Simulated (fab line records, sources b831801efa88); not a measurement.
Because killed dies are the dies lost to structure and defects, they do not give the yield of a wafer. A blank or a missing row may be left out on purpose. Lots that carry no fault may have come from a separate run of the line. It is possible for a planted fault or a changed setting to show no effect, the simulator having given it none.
Chamber matching / flow gf180mcu / pecvd-04 running GF_PASSIVATION_CVD_00: 3 sister chambers
The step deposits SiO2 from TEOS, target thk 1000 nm, time 111.95 s. 3 wafers are shown with their chamber, then 8 later ones without.

## WAFERS WITH THEIR CHAMBER
wafer=L092.2; chamber=0; heater_power_w (W)=712
wafer=L092.4; chamber=1; heater_power_w (W)=811
wafer=L095.1; chamber=2; heater_power_w (W)=678

## WAFERS WITH NO CHAMBER GIVEN
wafer=L095.2; heater_power_w (W)=655
wafer=L095.3; heater_power_w (W)=712
wafer=L095.4; heater_power_w (W)=561
wafer=L095.5; heater_power_w (W)=764
wafer=L095.6; heater_power_w (W)=564
wafer=L097.1; heater_power_w (W)=579
wafer=L097.4; heater_power_w (W)=806
wafer=L097.5; heater_power_w (W)=560

## THE CHAMBER EACH PASSED THROUGH
wafer=L095.2; from the rows above=can't be placed: 2 or 0 or 1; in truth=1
wafer=L095.3; from the rows above=can't be placed: 0 or 2 or 1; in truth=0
wafer=L095.4; from the rows above=can't be placed: 2 or 0 or 1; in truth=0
wafer=L095.5; from the rows above=can't be placed: 1 or 0 or 2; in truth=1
wafer=L095.6; from the rows above=can't be placed: 2 or 0 or 1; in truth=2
wafer=L097.1; from the rows above=can't be placed: 2 or 0 or 1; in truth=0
wafer=L097.4; from the rows above=can't be placed: 1 or 0 or 2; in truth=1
wafer=L097.5; from the rows above=can't be placed: 2 or 0 or 1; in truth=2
0 of 8 placed correctly. From these rows, 8 cannot be placed; in 8 the true chamber is one of the candidates. Placed wrongly: 0.
How it was worked out, from the rows above alone: a wafer's distance from a chamber is the root of the sum, over the readings, of the square of ((its reading less the chamber's mean) divided by the reading's scatter). The wafer belongs to the nearest chamber; if the next one is less than 2 further off, it can't be placed. For every chamber, the mean is computed from those of its wafers that are shown. The scatter: with one shown wafer a chamber, the root of the mean of the squares of how far each hidden wafer lies from its nearest shown one.
